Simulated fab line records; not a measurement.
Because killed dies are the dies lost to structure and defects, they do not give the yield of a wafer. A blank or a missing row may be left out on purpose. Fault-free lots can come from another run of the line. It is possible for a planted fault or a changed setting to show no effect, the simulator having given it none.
Chamber matching | flow gf180mcu | GF_V2_ETCH_16 on rieDiel-02: 4 sister chambers
The step etches BARC in N2/H2. 14 wafers are shown with their chamber, then 7 later ones without.

## WAFERS WITH THEIR CHAMBER
wafer  | chamber | drypumpMotorCurrentA (A) | oesProductAu (a.u.) | throttleValvePct (%)
L271.2 | 1       | 5.0                      | 0.850               | 13.214
L271.5 | 2       | 5.0                      | 0.858               | 13.225
L271.6 | 3       | 4.7                      | 0.854               | 13.221
L274.2 | 2       | 5.1                      | 0.857               | 13.218
L274.3 | 3       | 4.7                      | 0.853               | 13.223
L274.5 | 2       | 5.1                      | 0.855               | 13.234
L277.1 | 1       | 5.0                      | 0.855               | 13.216
L277.4 | 2       | 5.1                      | 0.851               | 13.222
L277.6 | 3       | 4.7                      | 0.852               | 13.232
L285.1 | 0       | 5.5                      | 0.856               | 13.239
L285.4 | 3       | 4.7                      | 0.850               | 13.224
L285.6 | 1       | 5.0                      | 0.857               | 13.223
L289.1 | 0       | 5.6                      | 0.858               | 13.221
L289.3 | 1       | 5.0                      | 0.852               | 13.224

SIGNATURES (averages over the wafers above)
reading              | chamber 0 | chamber 1 | chamber 2 | chamber 3 | scatter within a chamber
drypumpMotorCurrentA | 5.550     | 5.000     | 5.075     | 4.700     | 0.0354
oesProductAu         | 0.85700   | 0.85350   | 0.85525   | 0.85225   | 0.00262
throttleValvePct     | 13.23000  | 13.21925  | 13.22475  | 13.22500  | 0.00667
Rule: distance of a wafer from a chamber = root of the sum over the readings of ((wafer's reading minus chamber's mean) / reading's scatter) squared. If the next closest chamber is less than 2 further off than the closest, the wafer can't be placed; otherwise it belongs to the closest. The scatter: take each reading less its chamber's mean, square it, sum over the shown wafers, divide by the number of wafers less the number of chambers, and take the root.

## WAFERS WHOSE CHAMBER IS MISSING
wafer  | drypumpMotorCurrentA (A) | oesProductAu (a.u.) | throttleValvePct (%)
L289.6 | 5.0                      | 0.852               | 13.209
L292.1 | 5.5                      | 0.850               | 13.208
L292.3 | 5.1                      | 0.855               | 13.218
L292.6 | 5.5                      | 0.857               | 13.210
L293.1 | 5.0                      | 0.862               | 13.235
L293.2 | 5.6                      | 0.858               | 13.225
L293.4 | 5.1                      | 0.856               | 13.213

## WHICH CHAMBER EACH WENT THROUGH
wafer  | from the rows above     | in truth
L289.6 | can't be placed: 1 or 2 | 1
L292.1 | 0                       | 0
L292.3 | can't be placed: 2 or 1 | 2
L292.6 | 0                       | 0
L293.1 | can't be placed: 2 or 1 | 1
L293.2 | 0                       | 0
L293.4 | can't be placed: 2 or 1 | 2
Correctly placed: 3 of 7. These rows do not allow placing 4 (true chamber among the candidates in 4). 0 placed wrongly.
